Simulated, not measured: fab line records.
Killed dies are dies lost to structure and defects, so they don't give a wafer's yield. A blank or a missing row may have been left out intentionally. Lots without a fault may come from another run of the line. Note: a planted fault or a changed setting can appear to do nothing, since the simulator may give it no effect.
Which tool is to blame? | flow gf180mcu | Sampling: 12 lots, 33 wafers, 6 of 602 route steps

== WHAT THE GAUGES SHOWED, per wafer ==
GF_LVPWELL_OVL_MEAS_07. Usual: LVPWELL_OVL typically reads -0.7 nm, with standard deviation 1.4.
lot  | measured    | on         | LVPWELL_OVL (nm) | flag
L941 | day 3 21:43 | overlay-02 | -3.5 -2.9 -4.7   |
L942 | day 4 03:21 | overlay-01 | -2.6 0.1 -0.9    |
L945 | day 4 21:16 | overlay-01 | -2.7 -3.3 -0.6   |
L946 | day 5 02:04 | overlay-02 | -1.7 0.7 0.6     |
L947 | day 5 05:40 | overlay-02 | 0.3 0.2 -1.9     |
L948 | day 5 10:49 | overlay-01 | -2.2 -2.4 -0.7   |
L949 | day 5 16:16 | overlay-01 | -3.1 -1.4 -2.6   |
L950 | day 5 22:31 | overlay-02 | 0.1 1.5 -1.0     |
L951 | day 6 03:55 | overlay-01 | 0.2 -2.2 2.4     |
L952 | day 6 13:04 | overlay-02 | -2.5 -2.3        |
L953 | day 6 15:40 | overlay-01 | -0.3 -1.4        |
L954 | day 6 19:55 | overlay-01 | -0.1 -1.0        |

GF_HV_LDD_TW_MEAS_11. Usual: HV_LDD_TW typically reads 2404, with standard deviation 14.
lot  | measured     | on            | HV_LDD_TW      | flag
L941 | day 10 01:10 | film metro-04 | 2412 2421 2415 |
L942 | day 10 07:04 | film metro-03 | 2397 2400 2394 |
L945 | day 11 09:16 | film metro-04 | 2402 2407 2403 |
L946 | day 11 13:56 | film metro-03 | 2398 2384 2394 |
L947 | day 11 18:31 | film metro-03 | 2393 2391 2396 |
L948 | day 12 03:42 | film metro-04 | 2407 2419 2422 |
L949 | day 12 11:01 | film metro-04 | 2440 2422 2422 |
L950 | day 12 20:22 | film metro-04 | 2433 2431 2413 |
L951 | day 12 21:07 | film metro-04 | 2418 2416 2414 |
L952 | day 13 14:01 | film metro-02 | 2384 2390      |
L953 | day 13 20:01 | film metro-03 | 2400 2386      |
L954 | day 13 23:37 | film metro-02 | 2379 2368      |

GF_V3_THK_MEAS_01. Usual: V3_CVD_00_THK typically reads 599 nm, with standard deviation 6.7.
lot  | measured     | on            | V3_CVD_00_THK (nm) | flag
L941 | day 21 10:17 | film metro-01 | 597 595 595        |
L942 | day 21 18:47 | film metro-01 | 592 600 606        |
L945 | day 22 21:50 | film metro-01 | 600 602 594        |
L946 | day 23 06:03 | film metro-02 | 603 607 605        |
L947 | day 23 14:44 | film metro-02 | 600 603 596        |
L948 | day 23 22:38 | film metro-01 | 596 596 594        |
L949 | day 24 07:27 | film metro-01 | 603 594 597        |
L950 | day 24 17:59 | film metro-01 | 610 595 603        |
L951 | day 24 19:47 | film metro-01 | 595 602 594        |
L952 | day 25 15:30 | film metro-01 | 595 591            |
L953 | day 25 19:48 | film metro-02 | 609 602            |
L954 | day 25 20:47 | film metro-03 | 596 612            |

GF_V5_RS_MEAS_24: measurement is done with a four-point probe. Usual: V5_W_RS typically reads 0.3285 ohm/sq, with standard deviation 0.0028.
lot  | measured     | on            | V5_W_RS (ohm/sq)     | flag
L941 | day 27 06:25 | film metro-01 | 0.3295 0.3238 0.3257 |
L942 | day 27 13:27 | film metro-02 | 0.3321 0.3255 0.3266 |
L945 | day 28 12:25 | film metro-02 | 0.3384 0.3369 0.3319 |
L946 | day 28 18:20 | film metro-01 | 0.3265 0.3286 0.3300 |
L947 | day 29 02:07 | film metro-02 | 0.3322 0.3307 0.3271 |
L948 | day 29 09:19 | film metro-02 | 0.3285 0.3323 0.3280 |
L949 | day 29 17:07 | film metro-01 | 0.3294 0.3343 0.3291 |
L950 | day 30 01:31 | film metro-02 | 0.3268 0.3258 0.3263 |
L951 | day 30 04:34 | film metro-01 | 0.3300 0.3234 0.3248 |
L952 | day 30 22:25 | film metro-03 | 0.2208 0.2237        | OFF
L953 | day 31 01:07 | film metro-03 | 0.2230 0.3264        | OFF
L954 | day 31 01:14 | film metro-01 | 0.2247 0.3265        | OFF

GF_V5_THK_MEAS_25: measures by xrf. Usual: V5_W_THK typically reads 337.5 nm, with standard deviation 2.7.
lot  | measured     | on            | V5_W_THK (nm)     | flag
L941 | day 27 06:32 | film metro-01 | 335.3 340.6 338.3 |
L942 | day 27 13:34 | film metro-02 | 332.9 339.5 341.6 |
L945 | day 28 12:32 | film metro-02 | 333.1 332.1 337.5 |
L946 | day 28 18:27 | film metro-01 | 337.5 335.8 332.8 |
L947 | day 29 02:14 | film metro-02 | 331.7 332.8 339.2 |
L948 | day 29 09:25 | film metro-02 | 337.3 332.6 337.2 |
L949 | day 29 17:14 | film metro-01 | 339.6 333.6 338.4 |
L950 | day 30 01:38 | film metro-02 | 337.6 337.3 338.0 |
L951 | day 30 04:41 | film metro-01 | 334.9 340.2 340.2 |
L952 | day 30 22:32 | film metro-03 | 494.7 490.2       | OFF
L953 | day 31 01:14 | film metro-03 | 482.1 336.2       | OFF
L954 | day 31 01:21 | film metro-01 | 483.6 338.8       | OFF

== WHICH TOOL RAN EACH LOT (tool, then ch and the chambers of the sampled wafers, then the start) ==
lot  | GF_V5_CVD_23
L941 | cvd w-01 ch 0,1, day 27 06:17
L942 | cvd w-01 ch 0, day 27 13:20
L945 | cvd w-02 ch 0,1, day 28 12:17
L946 | cvd w-02 ch 0,1, day 28 18:13
L947 | cvd w-01 ch 0,1, day 29 01:59
L948 | cvd w-01 ch 0,1, day 29 09:13
L949 | cvd w-02 ch 0,1, day 29 16:59
L950 | cvd w-01 ch 0,1, day 30 01:23
L951 | cvd w-01 ch 0,1, day 30 04:28
L952 | cvd w-01 ch 0,1, day 30 22:17
L953 | cvd w-01 ch 0,1, day 31 00:59
L954 | cvd w-01 ch 0,1, day 31 01:07
- GF_V5_CVD_23: deposits W, target thk 350 nm, time 104.9 s.

== WHAT THE TOOLS THEMSELVES READ (means of the sampled wafers that have a number; where no wafer has one, the mark that the record gives instead) ==
GF_V5_CVD_23. Usual: heater power w at 875 W, with a standard deviation of 64.
lot  | tool     | heater power w (W) | flag
L941 | cvd w-01 | 855                |
L942 | cvd w-01 | 874                |
L945 | cvd w-02 | 914                |
L946 | cvd w-02 | 954                |
L947 | cvd w-01 | 823                |
L948 | cvd w-01 | 832                |
L949 | cvd w-02 | 916                |
L950 | cvd w-01 | 843                |
L951 | cvd w-01 | 854                |
L952 | cvd w-01 | 830                |
L953 | cvd w-01 | 842                |
L954 | cvd w-01 | 845                |

== THE ANSWER, worked out from the rows above alone ==
Rule: a lot counts as off when the mean over its wafers that have a number is more than 3 standard deviations away from the usual mean. Also off: a lot with no number at a reading for which 4 or more lots have one. All remaining lots with rows at the step are treated as sound. The gauges are gone through in route order, then the tools' own readings, and for those a lot's mean is taken as printed above. At the first step where some lot is off, the reading lying furthest off is the one used; lots without a number count as furthest.
Off: at GF_V5_RS_MEAS_24 (V5_W_RS), L952, L953, L954.
If a tool, at a process step before that reading, ran all the lots that are off and no sound lot after the first of them, it fits. The gauges at GF_V5_RS_MEAS_24 are tried like those tools. One candidate fits, namely cvd w-01 at GF_V5_CVD_23. Its last sound lot is L951 (day 30 04:28), its first lot that is off L952 (day 30 22:17): a fault that began between those two fits.

== WHAT THE SIMULATOR HAD INSERTED ==
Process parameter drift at GF_V5_CVD_23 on cvd w-01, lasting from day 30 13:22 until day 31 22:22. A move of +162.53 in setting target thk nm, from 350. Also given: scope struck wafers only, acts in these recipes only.
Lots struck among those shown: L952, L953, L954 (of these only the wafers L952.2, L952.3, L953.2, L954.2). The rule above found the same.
